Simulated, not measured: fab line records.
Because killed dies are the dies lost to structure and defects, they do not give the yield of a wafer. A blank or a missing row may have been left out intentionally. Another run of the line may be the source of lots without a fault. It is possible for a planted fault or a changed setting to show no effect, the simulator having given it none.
Problem report, 8D (eight disciplines) form, completed by code || flow sky130 || the parts of the form that need people (team, actions taken, sign-off) are left out

1. WHAT IS WRONG
Across 6 wafers from 2 lots, NWELL_RS at SKY_NWELL_RS_MEAS_29 averages 604.2 ohm/sq, while fault-free wafers read 625.3 ohm/sq with a standard deviation of 1.8. Relative to the usual mean, that is a shift of -12 standard deviations.
The step: measures by four-point-probe.
First seen on wafer L680.1, day 10 16:23, on film metro-02. At this step, 39 wafers from 13 lots have a number in the record. By rule, "out" or "out of limits" means more than 4 standard deviations away from the usual mean. The rest of the wafers with a number are treated as sound.

2. WHAT THIS IS AND IS NOT
{"question": "which readings at this step", "is": "NWELL_RS", "is not": "-"}
{"question": "which lots", "is": "L680, L681", "is not": "L659, L660, L662, L663, L664, L665, L667, L668, L669, L671, L682"}
{"question": "which wafers of those lots", "is": "all that have a number", "is not": "-"}
{"question": "read on which gauges", "is": "film metro-02, film metro-04", "is not": "film metro-01"}
{"question": "when", "is": "from day 10 16:23", "is not": "up to then (30 sound wafers); but 3 sound wafers of L682 came after"}

3. THE SUSPECTS, EACH WITH WHAT RULES IT OUT
Counting: a tool at any process step up to the reading remains a suspect when it ran all the lots that are out and ran no sound lot after the first of those.
- the gauge at SKY_NWELL_RS_MEAS_29 has been ruled out. The wafers that are out were read on 2 gauges (film metro-02, film metro-04).
- implanter-03 at SKY_NWELL_IMPLANT_11: kept. It processed each lot that is out, first L680 at day 9 16:55, and no sound lot thereafter; up to then, the last sound lot it processed was L671 at day 7 13:37. Its own beam energy keV readings are out on those wafers.
Left after counting: implanter-03 at SKY_NWELL_IMPLANT_11.

4. THE CAUSE (what the simulator had put in)
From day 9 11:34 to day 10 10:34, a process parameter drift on implanter-03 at SKY_NWELL_IMPLANT_11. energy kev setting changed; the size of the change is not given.
After counting, this tool was the only one left.

5. THE CHAIN OF EFFECTS, in route order
Each row: a reading whose mean over the struck wafers that have a number lies more than 3 standard deviations from the usual. Readings are gone through only where the record gives a usual standard deviation; hours: the median, over the lots, of the time from a lot's start at the first step in this table giving one to that lot's start at this step; sigmas: the change measured in usual standard deviations.
{"hours": 0, "step": "SKY_NWELL_IMPLANT_11", "reading": "beam energy keV", "usual": 400.02, "on struck wafers": 477.17, "change": "+77.15", "sigmas": "+99 or more"}
{"hours": 24, "step": "SKY_NWELL_RS_MEAS_29", "reading": "NWELL_RS", "usual": "625.3 ohm/sq", "on struck wafers": 604.2, "change": -21.1, "sigmas": -12}
The process steps in it:
- SKY_NWELL_IMPLANT_11
At these later measuring or inspecting steps, every struck wafer for which the step has a row has a number for every such reading, and none has moved that far: SKY_SD_N_RS_MEAS_17, SKY_LI_CONTACT_THK_MEAS_01.

6. WHAT WOULD HAVE CAUGHT IT SOONER
In this record the first reading out of limits at a measuring or inspecting step was taken at day 10 16:23, 29 hours after the fault began at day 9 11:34.
The tool's own readings at SKY_NWELL_IMPLANT_11 were out on every struck wafer that the step has a row for (beam energy keV): an alarm limit on them would have fired on the first of those.
By day 10 16:23 the whole set of lots that are out, 2 in number, had already begun SKY_NWELL_IMPLANT_11 on implanter-03. Had the tool been put on hold then, not one of them would have been saved.
